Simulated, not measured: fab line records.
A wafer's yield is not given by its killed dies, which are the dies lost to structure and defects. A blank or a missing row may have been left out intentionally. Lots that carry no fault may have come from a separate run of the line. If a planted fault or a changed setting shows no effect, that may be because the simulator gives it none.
fab line records | flow sky130
record: lots: 12 wafers: 36 last_day: 50
route steps=708 shown FIELD_ISO@2 GATE_OXIDE@200 POLY_GATE@229 LOCAL_INTERCONNECT@399 PAD_OPEN@708
lots with no fault: from the same line, run without faults
start_h: hours from the record's first day to the start of the lot's first wafer shown | wait_h: hours elapsed since this lot's preceding step | " as in the row above | L1.1+2: a row that stands for several wafers | - value missing, or start not given | * or withheld: withheld | < > ~ a bound
route shown NAME@n: NAME is a module with steps in the file, n the number in the route of the first one | usual: mean/standard deviation of fault-free wafers | same: alike in all rows | chamber/n: place in a boat | sites: readings site by site | _std_site: standard deviation across them | _edge_site: the outer-site mean with the inner-site mean subtracted | radius_mm: how far each site lies from the wafer's centre | mask NAME#n: copy n | behind: the most recent tool/chamber to have shaped the wafer | hold: the reason the lot was held/the length of the hold in hours/how it ended | device: whichever transistor did not switch (one of n, p or np) | end of line: at the end of the route, the tests of the same wafers | where a step has no rows: the recipe by itself | killed: at the first sort, the dies lost to defects and structure; wafer yield is something else | map: dies across one wafer; x = killed, . = not, _ = none there
set.NAME: the setting that was run; set.NAME@STEP: the one run at that earlier step | model.NAME: the simulator's own value behind a step, which no gauge read
one table for each step of the route and one row for each wafer, over a sample of lots
services: a tool's chamber out of use, with start hour (start_h, from the record's first day; less than 0 if before it), hours out, and reason
== steps ==
step: SKY_FIELD_ISO_OXIDATION_01
recipe: temp_c: 900 ambient: O2 stabilise_s: 600 purge_s: 300 target_thk_a: 120 ox_time_s: 1843
columns lot.wafer tool chamber start_h wait_h
L963.3+5+6 furnace-02 0 10.12 0.1
L964.1+3+6 furnace-01 0 15.14 0.1
L965.2+4+5 furnace-02 0 21.68 1.6
L967.2+4+6 furnace-02 0 30.29 0.3
L969.1+2+3 furnace-01 0 40.12 0.1
L970.3+5+6 furnace-01 0 47.13 2.1
L970.3+5+6 furnace-01 0 49.99 1.3
L977.3+5+6 furnace-02 0 80.86 0.8
L977.3+5+6 furnace-01 0 83.54 1.2
L978.1+2+3 furnace-01 0 86.06 1.0
L979.1+2+5 furnace-01 0 90.46 0.4
L980.1+5+6 furnace-01 0 95.67 0.6
L981.2+4+5 furnace-02 0 102.08 2.0
L984.4+5+6 furnace-01 0 115.90 0.8
step: SKY_FIELD_ISO_THK_MEAS_02
recipe: reads: SiO2_of_FIELD_ISO_OXIDATION_01
usual: FIELD_ISO_OXIDATION_00_THK: 12.03/0.23
columns lot.wafer tool chamber start_h wait_h FIELD_ISO_OXIDATION_00_THK[nm]
L963.3 film_metro-01 - 11.65 0.0 11.87
L963.5 " - " " 11.80
L963.6 " - " " 11.63
L964.1 film_metro-01 - 16.65 0.0 12.10
L964.3 " - " " 11.84
L964.6 " - " " 12.12
L965.2 film_metro-01 - 23.21 0.0 11.91
L965.4 " - " " 11.98
L965.5 " - " " 11.80
L967.2 film_metro-04 - 31.81 0.0 11.94
L967.4 " - " " 12.01
L967.6 " - " " 12.08
L969.1 film_metro-04 - 41.63 0.0 12.10
L969.2 " - " " 12.17
L969.3 " - " " 12.19
L970.3 film_metro-04 - 51.55 0.0 19.49
L970.5 " - " " 19.45
L970.6 " - " " 19.65
L977.3 film_metro-02 - 85.07 0.0 19.15
L977.5 " - " " 19.25
L977.6 " - " " 19.48
L978.1 film_metro-01 - 87.57 0.0 12.06
L978.2 " - " " 11.98
L978.3 " - " " 12.18
L979.1 film_metro-04 - 91.97 0.0 11.89
L979.2 " - " " 12.01
L979.5 " - " " 11.74
L980.1 film_metro-04 - 97.18 0.0 12.37
L980.5 " - " " 12.11
L980.6 " - " " 12.21
L981.2 film_metro-04 - 103.60 0.0 12.23
L981.4 " - " " 12.09
L981.5 " - " " 12.01
L984.4 film_metro-01 - 117.44 0.0 11.98
L984.5 " - " " 12.09
L984.6 " - " " 11.84
step: SKY_GATE_OXIDE_STRIP_13
recipe: chemistry: O2/N2 power_w: 1400 pressure_mtorr: 1500 platen_temp_c: withheld o2_flow_sccm: 3000 n2_flow_sccm: 300 overash_fraction: 0.5
usual: drypump_motor_current_A: 5.7/0.31 oes_product_au: 0.715/0.0046 strip_time_to_endpoint_s: 14.17/0.043
same: overash_fraction: 0.5
columns lot.wafer tool chamber start_h wait_h drypump_motor_current_A oes_product_au rf_hours_counter_h strip_time_to_endpoint_s
L963.3 plasma_asher-01 1 311.09 0.0 5.8 0.719 - 14.28
L963.5 " 1 " " 5.8 0.725 - 14.21
L963.6 " 0 " " 6.3 0.715 - 14.20
L964.1 plasma_asher-04 1 317.86 0.0 5.3 0.714 19 14.15
L964.3 " 0 " " 5.7 0.720 - 14.11
L964.6 " 1 " " 5.3 0.714 - 14.19
L965.2 plasma_asher-01 1 328.96 0.0 5.8 0.712 48 14.17
L965.4 " 1 " " 5.8 0.712 - 14.18
L965.5 " 0 " " 6.3 0.717 - 14.17
L967.2 plasma_asher-01 1 371.02 0.0 5.8 0.722 53 14.13
L967.4 " 0 " " 6.3 0.715 - 14.16
L967.6 " 0 " " 6.3 0.709 - 14.12
L969.1 plasma_asher-03 0 382.31 0.0 5.4 0.713 69 14.16
L969.2 " 1 " " 5.9 0.726 69 14.13
L969.3 " 1 " " 5.9 0.712 - 14.15
L970.3 plasma_asher-04 1 400.09 0.0 5.3 0.717 - 14.17
L970.5 " 0 " " 5.7 0.718 - 14.20
L970.6 " 1 " " 5.3 0.711 - 14.18
L978.1 plasma_asher-04 1 446.82 0.0 5.3 0.717 32 14.14
L978.2 " 0 " " 5.7 0.719 32 14.09
L978.3 " 0 " " 5.7 0.717 - 14.11
L977.3 plasma_asher-01 1 446.99 0.0 5.8 0.718 - 14.09
L977.5 " 0 " " 6.3 0.715 - 14.05
L977.6 " 1 " " 5.8 0.716 - 14.09
L979.1 plasma_asher-03 1 456.12 0.0 5.8 0.712 2 14.21
L979.2 " 0 " " 5.4 0.716 2 14.24
L979.5 " 1 " " 5.8 0.708 - 14.25
L980.1 plasma_asher-04 0 461.86 0.0 5.7 0.721 34 14.16
L980.5 " 1 " " 5.3 0.714 - 14.22
L980.6 " 0 " " 5.7 0.706 - 14.18
L981.2 plasma_asher-04 0 471.82 0.0 5.7 0.720 35 14.19
L981.4 " 0 " " 5.7 0.709 - 14.18
L981.5 " 1 " " 5.3 0.716 - 14.17
L984.4 plasma_asher-04 0 500.35 0.0 5.7 0.717 - 14.18
L984.5 " 0 " " 5.7 0.708 - 14.23
L984.6 " 1 " " 5.3 0.720 - 14.19
step: SKY_POLY_GATE_ETCH_15
recipe: chemistry: N2/H2 target: BARC ion_energy_ev: 200 source_w: 500 bias_w: 100 pressure_mtorr: 30 n2_flow_sccm: 100 h2_flow_sccm: 200 stop_on: SiO2 time_s: 118.5 target_depth_a: 1100
usual: drypump_motor_current_A: 5.7/0.58 h2_flow_sccm: 200.0/0.62 oes_product_au: 0.717/0.0042 throttle_valve_pct: 13.213/0.0087
columns lot.wafer tool chamber start_h wait_h drypump_motor_current_A h2_flow_sccm oes_product_au rf_hours_counter_h throttle_valve_pct
L963.3 rie_diel-02 3 375.68 0.0 6.8 200.9 0.708 2 13.202
L963.5 " 0 " " 6.3 199.8 0.719 - 13.207
L963.6 " 1 " " 5.6 200.0 0.711 - 13.222
L964.1 rie_diel-02 2 380.19 0.0 5.5 200.9 0.712 6 13.211
L964.3 " 1 " " 5.5 199.3 0.709 93 13.220
L964.6 " 2 " " 5.5 200.3 0.715 - 13.205
L965.2 rie_diel-04 0 388.64 0.0 5.0 198.6 0.719 43 13.216
L965.4 " 3 " " 5.2 199.8 0.712 6 13.228
L965.5 " 3 " " 5.2 199.2 0.711 - 13.208
L967.2 rie_diel-03 2 442.64 0.0 5.1 200.1 0.715 1 13.214
L967.4 " 1 " " 5.4 201.0 0.717 99 13.206
L967.6 " 3 " " 5.2 199.5 0.721 - 13.201
L969.1 rie_diel-03 1 451.49 0.0 5.4 200.6 0.719 100 13.221
L969.2 " 3 " " 5.2 199.7 0.708 27 13.219
L969.3 " 0 " " 6.3 200.0 0.713 12 13.229
L970.3 rie_diel-02 3 467.64 0.0 6.8 199.5 0.714 3 13.209
L970.5 " 2 " " 5.5 199.1 0.722 - 13.205
L970.6 " 3 " " 6.8 200.3 0.710 - 13.206
L978.1 rie_diel-03 0 513.79 0.0 6.3 199.8 0.717 13 13.225
L978.2 " 2 " " 5.1 199.4 0.718 3 13.223
L978.3 " 1 " " 5.4 199.9 0.716 0 13.216
L977.3 rie_diel-04 0 518.04 0.0 5.1 199.9 0.720 46 13.223
L977.5 " 2 " " 5.0 199.2 0.714 - 13.230
L977.6 " 1 " " 6.3 199.5 0.717 - 13.213
L979.1 rie_diel-02 1 521.29 0.0 5.6 199.9 0.714 0 13.201
L979.2 " 0 " " 6.3 200.2 0.726 6 13.211
L979.5 " 2 " " 5.5 199.7 0.720 - 13.219
L980.1 rie_diel-02 1 527.59 0.0 5.6 199.1 0.719 0 13.208
L980.5 " 2 " " 5.5 200.4 0.712 - 13.223
L980.6 " 1 " " 5.6 199.2 0.725 - 13.213
L981.2 rie_diel-02 1 537.24 0.0 5.6 199.9 0.712 1 13.211
L981.4 " 1 " " 5.6 200.0 0.715 - 13.242
L981.5 " 0 " " 6.3 199.5 0.721 - 13.220
L984.4 rie_diel-02 2 566.79 0.0 5.5 199.8 0.723 10 13.219
L984.5 " 2 " " 5.5 200.2 0.715 - 13.209
L984.6 " 3 " " 6.8 200.0 0.718 - 13.217
step: SKY_LOCAL_INTERCONNECT_OVL_MEAS_12
usual: LOCAL_INTERCONNECT_OVL: 0/6.1
columns lot.wafer tool chamber start_h wait_h LOCAL_INTERCONNECT_OVL[nm]
L963.3 overlay-01 - 712.20 0.1 -8
L963.5 " - " " 1
L963.6 " - " " -8
L964.1 overlay-01 - 721.50 0.1 1
L964.3 " - " " 9
L964.6 " - " " 4
L965.2 overlay-02 - 726.21 0.1 -1
L965.4 " - " " -7
L965.5 " - " " -3
L967.2 overlay-01 - 773.56 0.1 -14
L967.4 " - " " -6
L967.6 " - " " -8
L969.1 overlay-01 - 780.95 0.1 5
L969.2 " - " " 10
L969.3 " - " " 1
L970.3 overlay-01 - 795.82 0.1 4
L970.5 " - " " -3
L970.6 " - " " 1
L978.1 overlay-01 - 833.60 0.1 3
L978.2 " - " " -4
L978.3 " - " " -1
L977.3 overlay-02 - 838.50 0.1 6
L977.5 " - " " 3
L977.6 " - " " 5
L979.1 overlay-02 - 847.10 0.1 -1
L979.2 " - " " 1
L979.5 " - " " -1
L980.1 overlay-01 - 850.14 0.1 -5
L980.5 " - " " -3
L980.6 " - " " -4
L981.2 overlay-02 - 854.17 0.1 -16
L981.4 " - " " -10
L981.5 " - " " -15
L984.4 overlay-01 - 880.32 0.1 -2
L984.5 " - " " -9
L984.6 " - " " -2
step: SKY_PAD_OPEN_PROBE_99
usual: killed_at_M0_to_M3: 42/6.2 killed_at_M4_up: 3.0/1.8 killed_at_contacts: 25/5.9 killed_at_front_end: 15/4.5 killed_at_other: 0.2/0.45 killed_dies: 85/9.9 killed_open: 47/6.7 killed_short: 39/6.4
same: gross_dies: 492 killed_at_back_side: 0
columns lot.wafer tool chamber start_h wait_h killed_at_M0_to_M3 killed_at_M4_up killed_at_contacts killed_at_front_end killed_at_other killed_dies killed_open killed_short
L970.5 prober-02 - 1145.64 0.2 45 3 26 23 1 98 49 49
L977.5 prober-02 - 1176.98 0.2 33 1 21 12 0 67 35 32
killed by level:class
L970.5 VIA1:geometric_particle:open=13 FIELD_ISO:geometric_particle:short=9 CONTACT:geometric_particle:open=9 LOCAL_INTERCONNECT:geometric_particle:short=8 FIELD_ISO:geometric_particle:open=6 VIA1:geometric_particle:short=6 VIA2:geometric_particle:open=5 CONTACT:geometric_particle:short=4
L977.5 VIA1:geometric_particle:open=9 CONTACT:geometric_particle:open=8 LOCAL_INTERCONNECT:geometric_particle:short=6 METAL1:geometric_particle:short=5 FIELD_ISO:geometric_particle:open=4 VIA2:geometric_particle:short=4 VIA2:geometric_particle:open=4 CONTACT:geometric_particle:short=3
== services ==
columns tool chamber start_h hours kind
furnace-01 - -2.75 2.8 repair
furnace-01 - 18.93 3.7 pm
rie_diel-02 0 38.89 3.8 repair
rie_diel-02 2 55.34 5.3 repair
furnace-01 - 98.35 3.5 pm
rie_diel-02 0 101.40 9.2 repair
furnace-01 - 102.79 3.7 repair
furnace-01 - 186.93 3.4 pm
rie_diel-02 3 209.99 9.6 repair
furnace-01 - 224.93 4.2 repair
rie_diel-02 0 228.08 3.9 repair
furnace-01 - 234.79 9.1 pm
rie_diel-02 3 240.40 10.0 repair
furnace-01 - 288.12 1.7 pm
rie_diel-02 - 321.61 0.1 repair
rie_diel-02 3 326.49 7.8 repair
furnace-01 - 355.56 2.6 pm
furnace-01 - 381.77 3.9 pm
furnace-01 - 396.63 3.9 repair
rie_diel-02 3 475.34 3.1 repair
rie_diel-02 - 514.84 1.1 repair
rie_diel-02 - 522.40 1.0 repair
furnace-01 - 524.21 3.3 pm
rie_diel-02 3 526.44 21.2 repair
== key ==
first_sign: step: SKY_FIELD_ISO_OXIDATION_01 reading: visit direction: added
effect: step: SKY_FIELD_ISO_THK_MEAS_02 reading: FIELD_ISO_OXIDATION_00_THK direction: up sigmas: 32 usual: 12.03 struck: 19.41
met_at SKY_FIELD_ISO_OXIDATION_01
struck_lots L970,L977
tester_left_out L970,L977
not_acting_at SKY_GATE_OXIDE_STRIP_13,SKY_POLY_GATE_ETCH_15,SKY_LOCAL_INTERCONNECT_OVL_MEAS_12
fault: kind: repeated_step_whole tool: furnace-01,furnace-02 chamber: - onset_h: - steps: SKY_FIELD_ISO_OXIDATION_01 times: 1 scope: struck_lots_only
tester_left_out: of these lots the tester's yield and bins aren't shown, on N5 and GAA mostly nor the transistor test; their killed dies are dies lost to structure and defects alone, not to doping, threshold or leakage, so they don't give the yield
